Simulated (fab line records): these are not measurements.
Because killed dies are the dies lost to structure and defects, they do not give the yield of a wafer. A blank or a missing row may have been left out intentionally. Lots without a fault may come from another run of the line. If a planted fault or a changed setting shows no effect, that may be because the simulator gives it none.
Chamber matching	flow sfq line	SFQ_TRILAYER_I3_VIA_ETCH_VIA_ETCH_088 on rie diel-04 has 4 sister chambers
The step etches SiO2 in CHF3, stops on Nb, target depth 260 nm. 4 wafers are shown with their chamber, then 7 later ones without.

WAFERS WITH THEIR CHAMBER
wafer	chamber	drypump motor current A (A)
L888.5	3	6.3
L899.3	0	6.5
L901.1	2	6.2
L901.2	1	5.7

WAFERS WHOSE CHAMBER IS MISSING
wafer	drypump motor current A (A)
L901.3	6.3
L903.2	6.2
L903.5	6.6
L903.6	6.2
L908.1	6.2
L908.2	5.7
L908.3	6.2

THE CHAMBER EACH PASSED THROUGH
wafer	from the rows above	in truth
L901.3	3	3
L903.2	2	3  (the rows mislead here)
L903.5	0	0
L903.6	2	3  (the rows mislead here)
L908.1	2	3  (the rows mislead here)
L908.2	1	1
L908.3	2	2
4 of 7 placed correctly. Can't be placed from these rows: 0. Wrongly placed: 3.
How it was worked out, from the rows above alone: a wafer's distance from a chamber is the root of the sum, over the readings, of the square of ((its reading less the chamber's mean) divided by the reading's scatter). The wafer belongs to the nearest chamber; if the next one is less than 2 further off, it can't be placed. Each chamber's mean is taken over the wafers shown for it. The scatter: with one shown wafer a chamber, the root of the mean of the squares of how far each hidden wafer lies from its nearest shown one.
